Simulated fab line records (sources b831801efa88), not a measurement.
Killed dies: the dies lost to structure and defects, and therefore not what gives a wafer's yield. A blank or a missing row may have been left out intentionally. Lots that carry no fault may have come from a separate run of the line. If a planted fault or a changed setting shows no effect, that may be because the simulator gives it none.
What tool caused it?    flow sky130    11 lots with 33 wafers sampled at 4 steps, on a route of 708 steps

== WHAT THE GAUGES SHOWED, per wafer ==
SKY_VT_ADJUST_HVTP_TW_MEAS_11. Usual: VT_ADJUST_HVTP_TW typically reads 1359, with standard deviation 12.
lot   measured      on             VT_ADJUST_HVTP_TW  flag
L946  day 6 10:58   film metro-02  1362 1358 1364     
L948  day 6 22:43   film metro-01  1376 1371 1369     
L950  day 7 10:40   film metro-01  1372 1371 1367     
L951  day 7 17:46   film metro-01  1370 1368 1375     
L952  day 8 02:52   film metro-02  1368 1368 1371     
L956  day 8 23:29   film metro-02  1366 1363 1362     
L958  day 9 11:28   film metro-01  1364 1369 1366     
L961  day 10 07:43  film metro-03  1347 1350 1346     
L963  day 11 00:10  film metro-03  1338 1341 1339     
L964  day 11 02:46  film metro-03  1397 1399 1397     OFF
L965  day 11 06:10  film metro-02  1422 1422 1412     OFF

SKY_SONOS_TUNNEL_CD_MEAS_07: target cd 410 nm. Usual: cd nm reads 411.2 nm (standard deviation 2.2).
lot   measured      on         cd nm (nm)         flag
L946  day 11 20:23  cd sem-02  411.4 413.0 413.7  
L948  day 12 11:59  cd sem-01  411.1 409.9 412.8  
L950  day 13 02:59  cd sem-01  408.1 409.3 410.0  
L951  day 13 11:31  cd sem-02  408.1 407.8 407.8  
L952  day 13 23:38  cd sem-02  418.1 416.7 416.8  
L956  day 15 02:15  cd sem-02  414.2 411.3 414.4  
L958  day 15 17:18  cd sem-02  412.2 411.0 407.6  
L961  day 16 18:52  cd sem-01  411.7 410.8 410.6  
L963  day 17 15:08  cd sem-02  408.3 409.5 410.1  
L964  day 17 19:38  cd sem-01  412.8 411.3 411.1  
L965  day 17 22:56  cd sem-01  413.4 412.0 413.1  

== WHAT TOOL EACH LOT RAN ON (gives the tool, then ch and the chambers of the sampled wafers, and finally the start) ==
lot   SKY_DNWELL_STRIP_08                  SKY_VT_ADJUST_HVTP_IMPLANT_09
L946  plasma asher-02 ch 1, day 3 14:10    implanter-01 ch 0, day 6 10:44
L948  plasma asher-03 ch 0,1, day 3 23:49  implanter-04 ch 0, day 6 22:29
L950  plasma asher-04 ch 0,1, day 4 08:40  implanter-03 ch 0, day 7 10:25
L951  plasma asher-04 ch 0, day 4 15:10    implanter-04 ch 0, day 7 17:31
L952  plasma asher-02 ch 0,1, day 4 22:20  implanter-01 ch 0, day 8 02:38
L956  plasma asher-03 ch 1, day 5 14:35    implanter-04 ch 0, day 8 23:15
L958  plasma asher-04 ch 1, day 6 01:23    implanter-03 ch 0, day 9 11:14
L961  plasma asher-04 ch 0,1, day 6 18:35  implanter-04 ch 0, day 10 07:28
L963  plasma asher-02 ch 0,1, day 7 08:25  implanter-03 ch 0, day 10 23:55
L964  plasma asher-03 ch 0,1, day 7 10:16  implanter-03 ch 0, day 11 02:31
L965  plasma asher-04 ch 0,1, day 7 14:08  implanter-03 ch 0, day 11 05:56
- SKY_DNWELL_STRIP_08: strips in O2/N2.
- SKY_VT_ADJUST_HVTP_IMPLANT_09

== AS READ BY THE TOOLS THEMSELVES (means over the sampled wafers that have a number; for cases with no such wafer, the mark the record gives instead) ==
SKY_DNWELL_STRIP_08. Usual: chamber pressure mTorr 1500.0 mTorr, standard deviation 1.3; drypump motor current A 5.5 A, standard deviation 0.59; oes product au 0.723 a.u., standard deviation 0.0048; strip time to endpoint s 36.92 s, standard deviation 0.12.
lot   tool             chamber pressure mTorr (mTorr)  drypump motor current A (A)  oes product au (a.u.)  strip time to endpoint s (s)  flag
L946  plasma asher-02  1498.7                          5.0                          0.724                  36.99                         
L948  plasma asher-03  1499.4                          5.4                          0.725                  36.90                         
L950  plasma asher-04  1499.8                          5.7                          0.723                  36.81                         
L951  plasma asher-04  1500.1                          6.2                          0.722                  36.78                         
L952  plasma asher-02  1500.5                          5.3                          0.722                  36.83                         
L956  plasma asher-03  1499.7                          5.7                          0.724                  37.05                         
L958  plasma asher-04  1499.7                          4.8                          0.722                  36.86                         
L961  plasma asher-04  1500.9                          5.3                          0.721                  36.82                         
L963  plasma asher-02  1499.0                          5.6                          0.726                  36.76                         
L964  plasma asher-03  1498.9                          5.4                          0.721                  37.00                         
L965  plasma asher-04  1500.6                          5.7                          0.724                  36.87                         

SKY_VT_ADJUST_HVTP_IMPLANT_09. Usual: dose ions cm2 4.3e+12, standard deviation 4.3e+09; faraday current uA 24.3, standard deviation 0.45.
lot   tool          dose ions cm2  faraday current uA  flag
L946  implanter-01  4.3e+12        24.7                
L948  implanter-04  4.3e+12        24.3                
L950  implanter-03  4.3e+12        24.2                
L951  implanter-04  4.3e+12        24.8                
L952  implanter-01  4.3e+12        24.2                
L956  implanter-04  4.3e+12        24.1                
L958  implanter-03  4.3e+12        24.2                
L961  implanter-04  4.3e+12        24.2                
L963  implanter-03  4.3e+12        24.3                
L964  implanter-03  4.9e+12        27.2                OFF
L965  implanter-03  4.9e+12        27.7                OFF

== THE ANSWER, worked out from the rows above alone ==
Rule: lot off if the mean of its wafers having a number is beyond 3 standard deviations from the usual mean. Also off: a lot with no number at a reading for which 4 or more lots have one. The other lots that the step has rows for count as sound. The gauges are gone through in route order, then the tools' own readings, and for those a lot's mean is taken as printed above. At the first step where some lot is off, the reading lying furthest off is the one used; lots without a number count as furthest.
Off: at SKY_VT_ADJUST_HVTP_TW_MEAS_11 (VT_ADJUST_HVTP_TW), L964, L965.
If a tool, at a process step before that reading, ran all the lots that are off and no sound lot after the first of them, it fits. Not tried: the gauges at SKY_VT_ADJUST_HVTP_TW_MEAS_11; whatever is off there is also off at SKY_VT_ADJUST_HVTP_IMPLANT_09, on other tools, and gauge error can't account for it. One fits: implanter-03 at SKY_VT_ADJUST_HVTP_IMPLANT_09. Its last sound lot is L963 (day 10 23:55), its first lot that is off L964 (day 11 02:31): a fault that began between those two fits.
The tool's own readings at SKY_VT_ADJUST_HVTP_IMPLANT_09 bear it out: on the lots that are off they differ by more than 5 times the standard deviation of the sound lots' means. dose ions cm2 reads 4.9e+12 there against 4.3e+12 on the sound lots; faraday current uA reads 27.4 there against 24.3 on the sound lots.

== WHAT THE SIMULATOR HAD INSERTED ==
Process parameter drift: implanter-03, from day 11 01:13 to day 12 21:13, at SKY_VT_ADJUST_HVTP_IMPLANT_09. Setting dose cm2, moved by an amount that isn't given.
Struck lots among those shown: L964, L965. The rule above found the same.
